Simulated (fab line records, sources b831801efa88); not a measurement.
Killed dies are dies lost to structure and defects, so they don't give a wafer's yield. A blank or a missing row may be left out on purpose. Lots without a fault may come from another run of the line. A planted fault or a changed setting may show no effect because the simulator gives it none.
fab line records | flow sky130 | part 1 of 2: steps 1 to 30 of 41
record lots=5 wafers=15 last_day=50
route steps=708 shown METAL2@505 VIA2@507 METAL3@532 CAPM@537
lots that met no fault: from a run of the same line without faults
start_h: hours from the record's first day to the start of the lot's first wafer shown | wait_h: hours since the lot's step before | " the same as in the row above | L1.1+2: a row that stands for several wafers | - no value, or no start given | * or withheld: withheld | < > ~ a bound
route shown NAME@n: a module of which the file shows steps, and the number in the route of the first | usual: mean/standard deviation of fault-free wafers | same: alike in all rows | chamber/n: place in a boat | sites: the reading at each site | _std_site: their standard deviation | _edge_site: outer sites' mean less inner sites' | radius_mm: how far each site lies from the wafer's centre | mask NAME#n: copy n | behind: the tool/chamber that last shaped the wafer | hold: why the lot was held/for how many hours/how that ended | device: the transistor (n, p or np) that didn't switch | end of line: the same wafers' tests at the end of the route | a step without rows: its recipe alone | killed: dies lost to structure and defects at the first sort, not the wafer's yield | map: a wafer's dies, x killed, . not, _ none there
set.NAME: the setting as run; set.NAME@STEP: as run at that earlier step | model.NAME: the simulator's own value behind a step, which no gauge read
lots at some steps of the route; a table a step, a row a wafer
services: from which hour (start_h, from the record's first day; less than 0 if before it) a tool's chamber was out of use, for how many hours, and why
## steps
# step SKY_METAL2_CLEAN_22
# recipe chemistry=IPA time_s=180 temp_c=25
# columns lot.wafer tool chamber start_h wait_h
L074.1+5+6 wet_bench-01 1 822.51 0.0
L078.2+3+5 wet_bench-03 2 846.31 0.0
L091.3+4+6 wet_bench-03 1 943.48 0.0
L089.1+3+5 wet_bench-02 2 945.50 0.0
L093.2+5+6 wet_bench-03 1 973.01 0.0
# step SKY_METAL2_CLEAN_23
# recipe chemistry=O3/DIW dry=n2_spin
# columns lot.wafer tool chamber start_h wait_h
L074.1+5+6 wet_bench-03 1 822.57 0.0
L078.2+3+5 wet_bench-01 3 846.37 0.0
L091.3+4+6 wet_bench-01 0 943.54 0.0
L089.1+3+5 wet_bench-03 1 945.56 0.0
L093.2+5+6 wet_bench-02 3 973.06 0.0
# step SKY_VIA2_HDPCVD_00
# recipe material=SiO2 target_thk_nm=1180 sigma_open_frac=0.3 time_s=189.6 temp_c=400 sih4_flow_sccm=60 pressure_mtorr=6
# columns lot.wafer tool chamber start_h wait_h
L074.1+5+6 hdpcvd-01 0,0,2 822.66 0.0
L078.2+3+5 hdpcvd-02 0,1,2 846.46 0.0
L091.3+4+6 hdpcvd-02 1,1,2 943.64 0.0
L089.1+3+5 hdpcvd-01 2,0,1 945.65 0.0
L093.2+5+6 hdpcvd-01 2,1,2 973.25 0.0
# step SKY_VIA2_THK_MEAS_01
# recipe reads=SiO2_of_VIA2_HDPCVD_00
# usual VIA2_HDPCVD_THK=1127/16
# columns lot.wafer tool chamber start_h wait_h VIA2_HDPCVD_THK[nm]
L074.1 film_metro-01 - 822.79 0.1 1119
L074.5 " - " " 1120
L074.6 " - " " 1104
L078.2 film_metro-01 - 846.60 0.1 1129
L078.3 " - " " 1141
L078.5 " - " " 1126
L091.3 film_metro-01 - 943.79 0.1 1135
L091.4 " - " " 1138
L091.6 " - " " 1121
L089.1 film_metro-01 - 945.77 0.1 1109
L089.3 " - " " 1142
L089.5 " - " " 1119
L093.2 film_metro-02 - 973.38 0.1 1101
L093.5 " - " " 1119
L093.6 " - " " 1094
# step SKY_VIA2_CMP_02
# recipe material=SiO2 down_force_psi=4 platen_rpm=60 pad_velocity_m_s=0.94248
# usual motor_current_A=12.5/1.3 platen_rpm=60.00/0.047
# columns lot.wafer tool chamber start_h wait_h motor_current_A platen_rpm
L074.1 cmp-02 2 822.85 0.1 12.0 60.02
L074.5 " 2 " " 12.3 59.98
L074.6 " 3 " " 13.6 60.00
L078.2 cmp-02 0 846.65 0.0 10.4 60.01
L078.3 " 3 " " 13.2 60.01
L078.5 " 0 " " 10.2 60.03
L091.3 cmp-01 3 943.88 0.1 15.4 60.07
L091.4 " 1 " " 11.7 60.03
L091.6 " 3 " " 14.6 60.01
L089.3 cmp-02 3 945.93 0.1 12.9 60.00
L089.1 " 0 " " 10.9 60.02
L089.5 " 2 " " 12.7 60.01
L093.2 cmp-01 2 973.53 0.1 11.4 60.07
L093.5 " 0 " " 13.3 59.95
L093.6 " 1 " " 11.5 60.04
# step SKY_VIA2_BOW_MEAS_03
# recipe mode=bow
# usual VIA2_BOW=85/6.4
# columns lot.wafer tool chamber start_h wait_h VIA2_BOW[um]
L074.1 film_metro-04 - 823.15 0.2 86
L074.5 " - " " 85
L074.6 " - " " 86
L078.2 film_metro-01 - 846.97 0.3 89
L078.3 " - " " 86
L078.5 " - " " 86
L091.3 film_metro-02 - 944.17 0.2 75
L091.4 " - " " 72
L091.6 " - " " 77
L089.1 film_metro-02 - 946.13 0.1 80
L089.3 " - " " 88
L089.5 " - " " 86
L093.2 film_metro-04 - 973.75 0.2 88
L093.5 " - " " 93
L093.6 " - " " 76
# step SKY_VIA2_DEHYDRATE_04
# recipe temp_c=200 time_s=60
# columns lot.wafer tool chamber start_h wait_h
L074.1+5+6 litho_track-04 0 836.03 12.9
L078.2+3+5 litho_track-02 0 859.64 12.7
L091.3+4+6 litho_track-02 0 954.97 10.8
L089.1+3+5 litho_track-02 0 956.97 10.8
L093.2+5+6 litho_track-04 0 984.66 10.9
# step SKY_VIA2_HMDS_05
# recipe prime_time_s=60 prime_temp_c=120
# usual prime_temp_c=120.01/0.15
# columns lot.wafer tool chamber start_h wait_h prime_temp_c
L074.1 litho_track-04 0 836.18 0.1 120.03
L074.5 " 0 " " 120.09
L074.6 " 0 " " 120.31
L078.2 litho_track-02 0 859.79 0.1 120.13
L078.3 " 0 " " 120.10
L078.5 " 0 " " 119.95
L091.3 litho_track-02 0 955.12 0.1 120.20
L091.4 " 0 " " 119.96
L091.6 " 0 " " 120.21
L089.1 litho_track-02 0 957.12 0.1 120.09
L089.3 " 0 " " 120.20
L089.5 " 0 " " 120.14
L093.2 litho_track-04 0 984.81 0.1 120.02
L093.5 " 0 " " 120.13
L093.6 " 0 " " 120.17
# step SKY_VIA2_COAT_06
# recipe resist=BARC temp_c=withheld time_s=withheld spin_rpm=3000 resist_thk_nm=60
# columns lot.wafer tool chamber start_h wait_h
L074.1+5+6 litho_track-04 0 836.33 0.1
L078.2+3+5 litho_track-02 0 859.94 0.1
L091.3+4+6 litho_track-02 0 955.27 0.1
L089.1+3+5 litho_track-02 0 957.27 0.1
L093.2+5+6 litho_track-04 0 984.96 0.1
# step SKY_VIA2_COAT_07
# recipe resist=KrF-thick spin_rpm=3000 resist_thk_nm=450
# columns lot.wafer tool chamber start_h wait_h
L074.1+5+6 litho_track-04 0 - -
L078.2+3+5 litho_track-02 0 - -
L091.3+4+6 litho_track-02 0 - -
L089.1+3+5 litho_track-02 0 - -
L093.2+5+6 litho_track-04 0 - -
# step SKY_VIA2_SOFTBAKE_08
# recipe temp_c=100 time_s=90 resist=KrF-thick
# columns lot.wafer tool chamber start_h wait_h
L074.1+5+6 litho_track-04 0 - -
L078.2+3+5 litho_track-02 0 - -
L091.3+4+6 litho_track-02 0 - -
L089.1+3+5 litho_track-02 0 - -
L093.2+5+6 litho_track-04 0 - -
# step SKY_VIA2_EXPOSE_09
# recipe mask_id=VIM2 na=0.8 source_shape=annular sigma_inner=0.55 sigma_outer=0.85 target_cd_nm=200 dose_mj=38
# columns lot.wafer tool chamber start_h wait_h mask
L074.1+5+6 krf_scanner-01 0 - - VIM2#0
L078.2+3+5 krf_scanner-01 0 - - VIM2#0
L091.3+4+6 krf_scanner-01 0 - - VIM2#0
L089.1+3+5 krf_scanner-01 0 - - VIM2#0
L093.2+5+6 krf_scanner-01 0 - - VIM2#0
# step SKY_VIA2_PEB_10
# recipe peb_temp_c=withheld peb_time_s=withheld resist=KrF-thick
# columns lot.wafer tool chamber start_h wait_h
L074.1+5+6 litho_track-01 0 - -
L078.2+3+5 litho_track-01 0 - -
L091.3+4+6 litho_track-01 0 - -
L089.1+3+5 litho_track-02 0 - -
L093.2+5+6 litho_track-02 0 - -
# step SKY_VIA2_DEVELOP_11
# recipe develop_time_s=60 resist=KrF-thick dev_temp_c=21
# columns lot.wafer tool chamber start_h wait_h
L074.1+5+6 litho_track-01 0 - -
L078.2+3+5 litho_track-01 0 - -
L091.3+4+6 litho_track-01 0 - -
L089.1+3+5 litho_track-02 0 - -
L093.2+5+6 litho_track-02 0 - -
# step SKY_VIA2_CD_MEAS_12
# recipe target_cd_nm=200
# usual cd_nm=200.0/1.5
# columns lot.wafer tool chamber start_h wait_h cd_nm
L074.1 cd_sem-01 - 849.61 - 200.3
L074.5 " - " " 201.0
L074.6 " - " " 199.7
L078.2 cd_sem-01 - 872.93 - 201.9
L078.3 " - " " 200.5
L078.5 " - " " 199.9
L091.3 cd_sem-01 - 968.10 - 200.4
L091.4 " - " " 200.4
L091.6 " - " " 199.2
L089.1 cd_sem-02 - 969.92 - 198.9
L089.3 " - " " 199.5
L089.5 " - " " 199.2
L093.2 cd_sem-02 - 997.29 - 198.8
L093.5 " - " " 199.2
L093.6 " - " " 200.8
# step SKY_VIA2_OVL_MEAS_13
# usual VIA2_OVL=1/5.4
# columns lot.wafer tool chamber start_h wait_h VIA2_OVL[nm]
L074.1 overlay-02 - 849.73 0.1 -9
L074.5 " - " " -6
L074.6 " - " " -6
L078.2 overlay-01 - 873.04 0.1 0
L078.3 " - " " -8
L078.5 " - " " 4
L091.3 overlay-02 - 968.20 0.1 0
L091.4 " - " " -8
L091.6 " - " " -3
L089.1 overlay-01 - 970.04 0.1 1
L089.3 " - " " -5
L089.5 " - " " -4
L093.2 overlay-02 - 997.39 0.1 8
L093.5 " - " " 12
L093.6 " - " " 6
# step SKY_VIA2_ETCH_14
# recipe chemistry=N2/H2 target=BARC ion_energy_ev=200 source_w=500 bias_w=100 pressure_mtorr=30 n2_flow_sccm=100 h2_flow_sccm=200 stop_on=SiO2 time_s=45.9 target_depth_a=600
# usual drypump_motor_current_A=5.6/0.6 oes_product_au=0.855/0.0052 throttle_valve_pct=13.224/0.0084
# columns lot.wafer tool chamber start_h wait_h drypump_motor_current_A oes_product_au rf_hours_counter_h throttle_valve_pct
L074.1 rie_diel-01 0 849.77 0.0 5.8 0.852 5 13.219
L074.5 " 1 " " 5.5 0.850 - 13.229
L074.6 " 0 " " 5.8 0.853 - 13.223
L078.2 rie_diel-01 1 873.07 0.0 5.5 0.857 8 13.222
L078.3 " 3 " " 5.8 0.853 0 13.218
L078.5 " 2 " " 5.2 0.855 - 13.209
L091.3 rie_diel-02 2 968.22 0.0 5.9 0.863 20 13.209
L091.4 " 1 " " 5.3 0.854 22 13.223
L091.6 " 1 " " 5.3 0.859 - 13.232
L089.1 rie_diel-02 3 970.07 0.0 4.7 0.854 20 13.227
L089.3 " 1 " " 5.3 0.855 22 13.211
L089.5 " 3 " " 4.7 0.853 - 13.222
L093.2 rie_diel-01 3 997.42 0.0 5.9 0.846 3 13.225
L093.5 " 0 " " 5.8 0.859 - 13.210
L093.6 " 3 " " 5.8 0.854 - 13.224
# step SKY_VIA2_ETCH_15
# recipe target=SiO2 chemistry=C4F8/O2/Ar target_depth_nm=546 stop_on=TiN mask_material=KrF-thick source_w=1500 bias_w=1200 pressure_mtorr=40 c4f8_flow_sccm=withheld O2_flow_sccm=6 Ar_flow_sccm=300 time_s=84
# usual oes_product_au=0.940/0.0046
# columns lot.wafer tool chamber start_h wait_h oes_product_au rf_hours_counter_h
L074.1 rie_diel-01 0 849.81 0.0 0.942 5
L074.5 " 1 " " 0.943 -
L074.6 " 0 " " 0.937 -
L078.2 rie_diel-01 1 873.11 0.0 0.939 8
L078.3 " 3 " " 0.939 0
L078.5 " 2 " " 0.947 -
L091.3 rie_diel-02 2 968.26 0.0 0.943 20
L091.4 " 1 " " 0.942 22
L091.6 " 1 " " 0.939 -
L089.1 rie_diel-02 3 970.12 0.0 0.940 20
L089.3 " 1 " " 0.940 22
L089.5 " 3 " " 0.934 -
L093.2 rie_diel-01 3 997.47 0.0 0.943 3
L093.5 " 0 " " 0.945 -
L093.6 " 3 " " 0.938 -
# step SKY_VIA2_STRIP_16
# recipe chemistry=O2/N2 power_w=1400 pressure_mtorr=1500 platen_temp_c=withheld o2_flow_sccm=3000 n2_flow_sccm=300 overash_fraction=0.5
# usual drypump_motor_current_A=6.0/0.55 oes_product_au=0.399/0.0051 strip_time_to_endpoint_s=4.05/0.041
# columns lot.wafer tool chamber start_h wait_h drypump_motor_current_A oes_product_au rf_hours_counter_h strip_time_to_endpoint_s
L074.1 plasma_asher-02 0 849.87 0.0 6.7 0.396 41 3.97
L074.5 " 0 " " 6.7 0.402 - 4.05
L074.6 " 1 " " 5.5 0.398 - 4.01
L078.2 plasma_asher-01 0 873.17 0.0 5.4 0.394 77 4.08
L078.3 " 0 " " 5.4 0.399 - 4.09
L078.5 " 1 " " 6.4 0.396 - 4.15
L091.3 plasma_asher-02 0 968.36 0.1 6.8 0.402 - 4.04
L091.4 " 1 " " 5.5 0.399 - 4.10
L091.6 " 1 " " 5.5 0.403 - 4.09
L089.1 plasma_asher-02 0 970.18 0.0 6.8 0.400 54 3.99
L089.3 " 0 " " 6.8 0.405 - 4.08
L089.5 " 1 " " 5.5 0.397 - 4.00
L093.2 plasma_asher-02 1 997.53 0.0 5.5 0.396 57 4.03
L093.5 " 0 " " 6.7 0.405 - 4.02
L093.6 " 1 " " 5.5 0.404 - 4.05
# step SKY_VIA2_STRIP_17
# recipe chemistry=post_etch_residue_remover time_s=1200 temp_c=72.5
# usual bath_guard_temp_C=72.7/0.37
# columns lot.wafer tool chamber start_h wait_h bath_guard_temp_C
L074.1 wet_bench-04 3 849.97 0.1 72.6
L074.5 " 3 " " 73.0
L074.6 " 3 " " 73.4
L078.2 wet_bench-04 3 873.27 0.1 72.8
L078.3 " 3 " " 72.6
L078.5 " 3 " " 72.6
L091.3 wet_bench-04 0 968.43 0.0 72.4
L091.4 " 0 " " 72.9
L091.6 " 0 " " 72.3
L089.1 wet_bench-04 0 970.28 0.1 72.4
L089.3 " 0 " " 72.2
L089.5 " 0 " " 72.6
L093.2 wet_bench-01 3 997.63 0.1 73.1
L093.5 " 3 " " 73.1
L093.6 " 3 " " 73.2
# step SKY_VIA2_CLEAN_18
# recipe chemistry=IPA time_s=180 temp_c=25
# columns lot.wafer tool chamber start_h wait_h
L074.1+5+6 wet_bench-01 3 850.35 0.0
L078.2+3+5 wet_bench-03 3 873.62 0.0
L091.3+4+6 wet_bench-03 1 968.77 0.0
L089.1+3+5 wet_bench-03 1 970.65 0.0
L093.2+5+6 wet_bench-04 0 998.00 0.0
# step SKY_VIA2_CLEAN_19
# recipe chemistry=O3/DIW dry=n2_spin
# columns lot.wafer tool chamber start_h wait_h
L074.1+5+6 wet_bench-03 0 850.41 0.0
L078.2+3+5 wet_bench-04 2 873.67 0.0
L091.3+4+6 wet_bench-01 2 968.83 0.0
L089.1+3+5 wet_bench-01 3 970.71 0.0
L093.2+5+6 wet_bench-04 1 998.07 0.0
# step SKY_VIA2_SPUTTER_20
# recipe material=TiN target_thk_nm=20 chamber_pressure_pa=5 power_w=4000 time_s=80
# usual throttle_valve_pct=30.1/1.2
# columns lot.wafer tool chamber start_h wait_h throttle_valve_pct
L074.1 pvd_sputter-04 - 850.51 0.0 29.0
L074.5 " - " " 29.1
L074.6 " - " " 29.0
L078.2 pvd_sputter-03 - 873.77 0.0 30.5
L078.3 " - " " 29.7
L078.5 " - " " 30.4
L091.3 pvd_sputter-04 - 969.01 0.0 29.0
L091.4 " - " " 31.2
L091.6 " - " " 29.1
L089.1 pvd_sputter-04 - 970.89 0.0 31.2
L089.3 " - " " 29.0
L089.5 " - " " 29.2
L093.2 pvd_sputter-01 - 998.17 0.0 30.5
L093.5 " - " " 31.5
L093.6 " - " " 27.9
# step SKY_VIA2_CVD_21
# recipe material=W target_thk_nm=420 time_s=126.4 temp_c=400 pressure_torr=40
# usual heater_power_w=772/78
# columns lot.wafer tool chamber start_h wait_h heater_power_w
L074.1 cvd_w-02 0 850.58 0.0 801
L074.5 " 1 " " 846
L074.6 " 0 " " 798
L078.2 cvd_w-02 1 873.83 0.0 835
L078.3 " 1 " " 818
L078.5 " 1 " " 824
L091.3 cvd_w-01 1 969.11 0.1 939
L091.4 " 0 " " 704
L091.6 " 0 " " 704
L089.1 cvd_w-02 0 970.96 0.0 744
L089.3 " 0 " " 743
L089.5 " 1 " " 746
L093.2 cvd_w-02 0 998.23 0.0 742
L093.5 " 0 " " 745
L093.6 " 1 " " 773
# step SKY_VIA2_RS_MEAS_22
# recipe thk_meas_gauge=four-point-probe reads=W_of_VIA2_CVD_21+TiN_of_VIA2_SPUTTER_20
# usual VIA2_W_RS=0.273/0.0057
# columns lot.wafer tool chamber start_h wait_h VIA2_W_RS[ohm/sq]
L074.1 film_metro-02 - 850.71 0.1 0.277
L074.5 " - " " 0.274
L074.6 " - " " 0.272
L078.2 film_metro-04 - 873.98 0.1 0.274
L078.3 " - " " 0.274
L078.5 " - " " 0.271
L091.3 film_metro-04 - 969.24 0.1 0.268
L091.4 " - " " 0.268
L091.6 " - " " 0.272
L089.1 film_metro-01 - 971.09 0.1 0.278
L089.3 " - " " 0.282
L089.5 " - " " 0.281
L093.2 film_metro-04 - 998.38 0.1 0.273
L093.5 " - " " 0.274
L093.6 " - " " 0.281
# step SKY_VIA2_THK_MEAS_23
# recipe thk_meas_gauge=xrf reads=W_of_VIA2_CVD_21
# usual VIA2_W_THK=406/9.3
# columns lot.wafer tool chamber start_h wait_h VIA2_W_THK[nm]
L074.1 film_metro-02 - 850.83 0.1 397
L074.5 " - " " 400
L074.6 " - " " 407
L078.2 film_metro-04 - 874.09 0.1 398
L078.3 " - " " 401
L078.5 " - " " 403
L091.3 film_metro-04 - 969.34 0.1 407
L091.4 " - " " 411
L091.6 " - " " 403
L089.1 film_metro-01 - 971.21 0.1 408
L089.3 " - " " 404
L089.5 " - " " 404
L093.2 film_metro-04 - 998.49 0.1 403
L093.5 " - " " 403
L093.6 " - " " 390
# step SKY_VIA2_CMP_24
# recipe stop_on=SiO2 t_overpolish_s=20 down_force_psi=3.5 platen_rpm=60 target_thk_nm=0 pad_velocity_m_s=0.94248
# usual motor_current_A=11.3/1.2 overpolish_run_s=20.000/0.009 platen_rpm=59.99/0.043 time_to_endpoint_s=103/4.1
# columns lot.wafer tool chamber start_h wait_h motor_current_A overpolish_run_s platen_rpm time_to_endpoint_s
L074.1 cmp-01 1 851.04 0.2 10.6 19.983 59.98 98
L074.5 " 2 " " 10.7 20.009 60.02 103
L074.6 " 3 " " 13.5 19.990 60.05 102
L078.2 cmp-02 1 874.14 0.0 11.3 19.998 60.05 102
L078.3 " 0 " " 9.8 20.002 60.00 105
L078.5 " 2 " " 11.5 19.997 60.01 95
L091.3 cmp-01 1 969.38 0.0 11.5 20.012 60.01 101
L091.4 " 2 " " 10.7 19.992 60.05 108
L091.6 " 2 " " 10.9 20.011 60.00 103
L089.1 cmp-02 3 971.32 0.1 12.3 20.007 59.96 102
L089.3 " 0 " " 9.3 19.976 59.92 111
L089.5 " 2 " " 10.9 19.997 59.96 102
L093.2 cmp-01 2 998.62 0.1 10.5 19.998 60.05 105
L093.6 " 1 " " 11.1 19.982 60.00 96
L093.5 " 2 " " 10.4 20.008 59.99 104
# step SKY_METAL3_SPUTTER_00
# recipe material=Ti target_thk_nm=15 power_w=3000 time_s=10 chamber_pressure_pa=0.4
# usual throttle_valve_pct=30.2/1.1
# columns lot.wafer tool chamber start_h wait_h throttle_valve_pct
L074.1 pvd_sputter-03 - 851.19 0.1 32.8
L074.5 " - " " 30.1
L074.6 " - " " 29.9
L078.2 pvd_sputter-02 - 874.44 0.2 29.5
L078.3 " - " " 30.8
L078.5 " - " " 29.3
L091.3 pvd_sputter-01 - 969.68 0.2 30.4
L091.4 " - " " 29.5
L091.6 " - " " 31.5
L089.1 pvd_sputter-01 - 971.57 0.2 31.7
L089.3 " - " " 30.5
L089.5 " - " " 30.4
L093.2 pvd_sputter-02 - 998.87 0.2 30.9
L093.5 " - " " 28.9
L093.6 " - " " 29.2
# step SKY_METAL3_SPUTTER_01
# recipe material=TiN target_thk_nm=20 power_w=6500 time_s=16.7 chamber_pressure_pa=0.4
# usual throttle_valve_pct=30.2/1.2
# columns lot.wafer tool chamber start_h wait_h throttle_valve_pct
L074.1 pvd_sputter-03 - 851.21 0.0 32.6
L074.5 " - " " 30.1
L074.6 " - " " 29.9
L078.2 pvd_sputter-02 - 874.46 0.0 29.4
L078.3 " - " " 31.0
L078.5 " - " " 29.0
L091.3 pvd_sputter-01 - 969.70 0.0 30.0
L091.4 " - " " 29.5
L091.6 " - " " 31.4
L089.1 pvd_sputter-01 - 971.59 0.0 31.6
L089.3 " - " " 30.4
L089.5 " - " " 30.6
L093.2 pvd_sputter-02 - 998.89 0.0 30.9
L093.5 " - " " 28.2
L093.6 " - " " 29.3
# step SKY_METAL3_SPUTTER_02
# recipe material=AlCu target_thk_nm=735 power_w=10600 time_s=39.1 chamber_pressure_pa=0.4173
# usual throttle_valve_pct=30.2/1.2
# columns lot.wafer tool chamber start_h wait_h throttle_valve_pct
L074.1 pvd_sputter-03 - 851.23 0.0 32.7
L074.5 " - " " 30.1
L074.6 " - " " 29.9
L078.2 pvd_sputter-02 - 874.49 0.0 29.0
L078.3 " - " " 30.6
L078.5 " - " " 29.0
L091.3 pvd_sputter-01 - 969.73 0.0 30.5
L091.4 " - " " 29.7
L091.6 " - " " 31.6
L089.1 pvd_sputter-01 - 971.61 0.0 31.5
L089.3 " - " " 30.4
L089.5 " - " " 30.7
L093.2 pvd_sputter-02 - 998.92 0.0 30.9
L093.5 " - " " 28.5
L093.6 " - " " 29.3
